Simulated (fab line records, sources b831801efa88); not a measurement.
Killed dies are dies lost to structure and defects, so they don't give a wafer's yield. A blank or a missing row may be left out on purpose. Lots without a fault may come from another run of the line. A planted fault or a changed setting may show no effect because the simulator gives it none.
A struck lot beside a sound one | flow sfq_line | 42 steps out of a route of 325
Sound: wafers L779.2, L779.3, L779.5. Struck: wafers L799.2, L799.3, L799.4. The cause comes at the end.
At each step with rows: each side's tool, then ch and its chambers, then its first start. Under that, the readings that differ: sound wafers | struck wafers | difference of the means | sigmas: that difference in standard deviations of wafers without a fault.
alike: readings whose means differ by less than 2 such deviations, and words and numbers that are the same on both sides. not compared: withheld readings, readings that some wafer has no value for, bounds like >300 that may hide the same value, and numbers for which the record gives no deviation and whose values overlap.
The two part at a step that has a row with sigmas, a row that says differs or no value, or rows on one side only. Numbers that don't overlap but have no deviation are shown without sigmas and don't part them. A reading that every wafer of one side lacks parts them only if that side has two wafers or more.

first, 6 steps without rows for these wafers: SFQ_TRILAYER_I0_VIA_LITHO_COAT_036 (resist thk 62 nm); SFQ_TRILAYER_I0_VIA_LITHO_COAT_031 (resist thk 650 nm); SFQ_TRILAYER_I0_VIA_LITHO_SOFTBAKE_035; SFQ_TRILAYER_I0_VIA_LITHO_EXPOSE_032 (exposes mask I0, target cd 500 nm); SFQ_TRILAYER_I0_VIA_LITHO_PEB_034 (peb time 60 s); SFQ_TRILAYER_I0_VIA_LITHO_DEVELOP_033 (time 60 s).
SFQ_I0_OVL_MEAS_908:
  sound on overlay-01, day 20 20:11; struck on overlay-01, day 28 03:07
  alike: I0_OVL
SFQ_TRILAYER_I0_VIA_BARC_OPEN_VIA_ETCH_046: etches BARC in O2, target depth 125 nm, time 41.7 s.
  sound on rie_diel-02 ch 1,2, day 20 20:13; struck on rie_diel-02 ch 0,1,3, day 28 03:08
  alike: drypump_motor_current_A, oes_product_au
  not compared: rf_hours_counter_h
then, 4 steps without rows for these wafers: SFQ_TRILAYER_I0_VIA_ETCH_VIA_ETCH_034 (etches SiO2 in CHF3, stops on Nb, target depth 260 nm); SFQ_TRILAYER_I0_VIA_STRIP_STRIP_035 (strips in O2); SFQ_TRILAYER_I0_VIA_STRIP_SOLV_CLEAN_036 (cleans in NMP, time 600 s); SFQ_TRILAYER_M1_DEP_PRE_CLEAN_038 (time 22.5 s).
SFQ_TRILAYER_M1_DEP_SPUTTER_037: material Nb, target thk 200 nm, time 133.3 s.
  sound on pvd_sputter-04, day 20 21:10; struck on pvd_sputter-05, day 28 04:06
  reading                                             | sound           | struck            | difference | sigmas
  model.Nb_of_TRILAYER_M1_DEP_SPUTTER_037.thk_nm (nm) | 195.2 196.6 197 | 172.7 171.7 173.4 | -23.7      |
  alike: throttle_valve_pct
SFQ_M1_RS_MEAS_909: measures by four-point-probe.
  sound on film_metro-02, day 20 21:17; struck on film_metro-01, day 28 04:13
  reading           | sound             | struck            | difference | sigmas
  M1_NB_RS (ohm/sq) | 0.912 0.903 0.901 | 1.032 1.039 1.028 | +0.128     | +11
then, 6 steps without rows for these wafers: SFQ_TRILAYER_M1_LITHO_COAT_044 (resist thk 62 nm); SFQ_TRILAYER_M1_LITHO_COAT_039 (resist thk 600 nm); SFQ_TRILAYER_M1_LITHO_SOFTBAKE_043; SFQ_TRILAYER_M1_LITHO_EXPOSE_040 (exposes mask M1, target cd 500 nm); SFQ_TRILAYER_M1_LITHO_PEB_042 (peb time 60 s); SFQ_TRILAYER_M1_LITHO_DEVELOP_041 (time 60 s).
-- the record jumps here: 6 days lie between the struck wafers' starts before and after --
SFQ_M1_OVL_MEAS_911:
  sound on overlay-01, day 26 19:47; struck on overlay-01, day 33 19:59
  reading     | sound       | struck  | difference | sigmas
  M1_OVL (nm) | -18 -16 -14 | 0 -3 -3 | +14        | +2
SFQ_TRILAYER_M1_BARC_OPEN_METAL_ETCH_054: etches BARC in O2, target depth 125 nm, time 41.7 s.
  sound on rie_metal-02 ch 0,1, day 26 19:49; struck on rie_metal-01 ch 0,1, day 33 20:01
  alike: drypump_motor_current_A, oes_product_au
  not compared: rf_hours_counter_h
SFQ_TRILAYER_M1_ETCH_METAL_ETCH_042: etches Nb in Cl2/Ar, stops on SiO2, target depth 240 nm, time 120 s.
  sound on rie_metal-02 ch 0,1, day 26 19:53; struck on rie_metal-01 ch 0,1, day 33 20:04
  reading               | sound             | struck            | difference | sigmas
  oes_product_au (a.u.) | 0.887 0.880 0.894 | 0.818 0.814 0.829 | -0.067     | -8
  alike: drypump_motor_current_A
  not compared: rf_hours_counter_h
then, 2 steps without rows for these wafers: SFQ_TRILAYER_M1_STRIP_STRIP_043 (strips in O2); SFQ_TRILAYER_M1_STRIP_SOLV_CLEAN_044 (cleans in NMP, time 600 s).
SFQ_TRILAYER_I1_DEP_PECVD_045: deposits SiO2 from SiH4/N2O, time 111.11 s, target thk 500 nm.
  sound on pecvd-04 ch 0,1,2, day 26 20:47; struck on pecvd-04 ch 0,1, day 33 20:58
  alike: heater_power_w, throttle_valve_pct
SFQ_TRILAYER_I1_CMP_CMP_046: polishes SiO2.
  sound on cmp-02 ch 0,1,2, day 27 05:43; struck on cmp-01 ch 0,2,3, day 34 03:31
  alike: motor_current_A, time_to_endpoint_s
SFQ_I1_BOW_MEAS_912:
  sound on film_metro-03, day 27 08:44; struck on film_metro-04, day 34 06:32
  alike: I1_BOW
then, 7 steps without rows for these wafers: SFQ_TRILAYER_I1_METRO_MEASURE_047; SFQ_TRILAYER_I1_VIA_LITHO_COAT_054 (resist thk 62 nm); SFQ_TRILAYER_I1_VIA_LITHO_COAT_049 (resist thk 650 nm); SFQ_TRILAYER_I1_VIA_LITHO_SOFTBAKE_053; SFQ_TRILAYER_I1_VIA_LITHO_EXPOSE_050 (exposes mask I1, target cd 500 nm); SFQ_TRILAYER_I1_VIA_LITHO_PEB_052 (peb time 60 s); SFQ_TRILAYER_I1_VIA_LITHO_DEVELOP_051 (time 60 s).
SFQ_I1_OVL_MEAS_913:
  sound on overlay-02, day 27 12:22; struck on overlay-02, day 34 15:37
  alike: I1_OVL
then, 2 steps without rows for these wafers: SFQ_TRILAYER_I1_VIA_BARC_OPEN_VIA_ETCH_071 (etches BARC in O2, target depth 125 nm, time 41.7 s); SFQ_TRILAYER_I1_VIA_ETCH_VIA_ETCH_052 (etches SiO2 in CHF3, stops on Nb, target depth 260 nm).
SFQ_TRILAYER_I1_VIA_STRIP_STRIP_053: strips in O2.
  sound on rie_metal-02 ch 1, day 27 12:33; struck on rie_metal-02 ch 1, day 34 15:59
  alike: drypump_motor_current_A, oes_product_au
  not compared: rf_hours_counter_h
then, 2 steps without rows for these wafers: SFQ_TRILAYER_I1_VIA_STRIP_SOLV_CLEAN_054 (cleans in NMP, time 600 s); SFQ_TRILAYER_M2_DEP_PRE_CLEAN_056 (time 22.5 s).
-- the record jumps here: 57 days lie between the struck wafers' starts before and after --
SFQ_M8_BOW_MEAS_951:
  sound on film_metro-02, day 81 16:46; struck on film_metro-01, day 92 00:10
  reading                 | sound                | struck            | difference | sigmas
  model.etest.m1.ohm_um   | 1.824 1.802 1.813    | 2.058 2.071 2.049 | +0.246     |
  model.etest.i0.link_ohm | 1.986 1.988 1.982    | 2.143 2.148 2.135 | +0.157     |
  model.etest.m1.ohm_sq   | 0.9106 0.9041 0.9022 | 1.029 1.035 1.025 | +0.124     |
  model.etest.i1.link_ohm | 1.985 1.988 1.98     | 2.133 2.131 2.116 | +0.142     |
  alike: M8_BOW

WHERE THEY PART
First at SFQ_M1_RS_MEAS_909; last, within this record, at SFQ_TRILAYER_M1_ETCH_METAL_ETCH_042. Later steps at which nothing parts them and some readings are alike: SFQ_TRILAYER_I1_DEP_PECVD_045, SFQ_TRILAYER_I1_CMP_CMP_046, SFQ_I1_BOW_MEAS_912, SFQ_I1_OVL_MEAS_913, SFQ_TRILAYER_I1_VIA_STRIP_STRIP_053, SFQ_M8_BOW_MEAS_951.

WHY: what the simulator had put in
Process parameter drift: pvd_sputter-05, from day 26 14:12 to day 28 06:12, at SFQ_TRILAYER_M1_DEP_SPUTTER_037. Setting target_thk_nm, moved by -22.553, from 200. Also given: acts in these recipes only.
